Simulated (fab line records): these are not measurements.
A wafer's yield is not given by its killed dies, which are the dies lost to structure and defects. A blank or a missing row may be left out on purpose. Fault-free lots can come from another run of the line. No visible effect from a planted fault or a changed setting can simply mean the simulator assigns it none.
Problem report, 8D (eight disciplines) form, completed by code	flow sfq-line	the parts of the form that need people (team, actions taken, sign-off) are left out

1. WHAT IS WRONG
Mean of oes-product-au at SFQ_TRILAYER_M3_BARC_OPEN_METAL_ETCH_100: 0.867 a.u. across 6 wafers in 2 lots; on wafers with no fault it is 0.685 a.u. (standard deviation 0.0046). That puts it +40 standard deviations away from the usual mean.
The step: etches BARC in O2, target depth 125 nm, time 41.7 s.
The first sign was on wafer L718.1 at day 33 00:41, on rie-metal-01. The record holds 18 wafers of 6 lots with a number at this step. Rule for "out", or "out of limits": more than 4 standard deviations from the usual mean. The other wafers with a number count as sound.

2. WHAT IT IS; WHAT IT IS NOT
question	is	is not
which readings at this step	oes-product-au, run-length-s	drypump-motor-current-A
which lots	L718, L720	L708, L712, L721, L729
which wafers of those lots	all that have a number	-
read on which tools	rie-metal-01	rie-metal-02
when	from day 33 00:41	up to then (6 sound wafers); but 6 sound wafers of L721, L729 came after

3. THE SUSPECTS, EACH WITH WHAT RULES IT OUT
Counting: a tool at a process step up to the reading stays a suspect if it ran every lot that is out and no sound lot after the first of them.
- pvd-sputter-05 at SFQ_TRILAYER_M3_DEP_SPUTTER_073 (material Nb, target thk 200 nm, time 133.3 s): kept. It ran every lot that is out, first L718 (day 27 00:46), and no sound lot after that.
- rie-metal-01 at SFQ_TRILAYER_M3_BARC_OPEN_METAL_ETCH_100 (etches BARC in O2, target depth 125 nm, time 41.7 s): kept. It ran every lot that is out, first L718 (day 33 00:41), and no sound lot after that; its last sound lot up to then is L712 (day 29 08:34). On those wafers its own readings are out: oes-product-au, run-length-s.
Remaining after the count are pvd-sputter-05 at SFQ_TRILAYER_M3_DEP_SPUTTER_073 and rie-metal-01 at SFQ_TRILAYER_M3_BARC_OPEN_METAL_ETCH_100.

4. THE CAUSE (what the simulator had put in)
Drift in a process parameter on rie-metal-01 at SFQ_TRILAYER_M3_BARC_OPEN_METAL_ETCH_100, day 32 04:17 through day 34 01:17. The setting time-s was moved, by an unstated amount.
After counting, 2 suspects remain, this tool included.

5. THE EFFECT CHAIN, in route order
One row per reading whose mean, taken over the struck wafers that have a number, lies over 3 standard deviations from the usual. Only readings whose record carries a usual standard deviation are examined. hours: median over the lots of the time between each lot's start at the first step of this table that gives one and its start at this step. sigmas: the change, counted in usual standard deviations.
hours	step	reading	usual	on struck wafers	change	sigmas
0	SFQ_TRILAYER_M3_BARC_OPEN_METAL_ETCH_100	oes-product-au	0.685 a.u.	0.867	+0.182	+40
0	SFQ_TRILAYER_M3_BARC_OPEN_METAL_ETCH_100	run-length-s	70.0 s	58.5	-11.5	-13
Process steps it contains:
- SFQ_TRILAYER_M3_BARC_OPEN_METAL_ETCH_100: etches BARC in O2, target depth 125 nm, time 41.7 s.
Readings that are blank on the struck wafers while sound wafers have them: bias-w at SFQ_TRILAYER_M3_BARC_OPEN_METAL_ETCH_100.

6. WHAT WOULD HAVE CAUGHT IT SOONER
First out-of-limits reading in this record: day 33 00:41, which is 20 hours after fault onset at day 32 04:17.
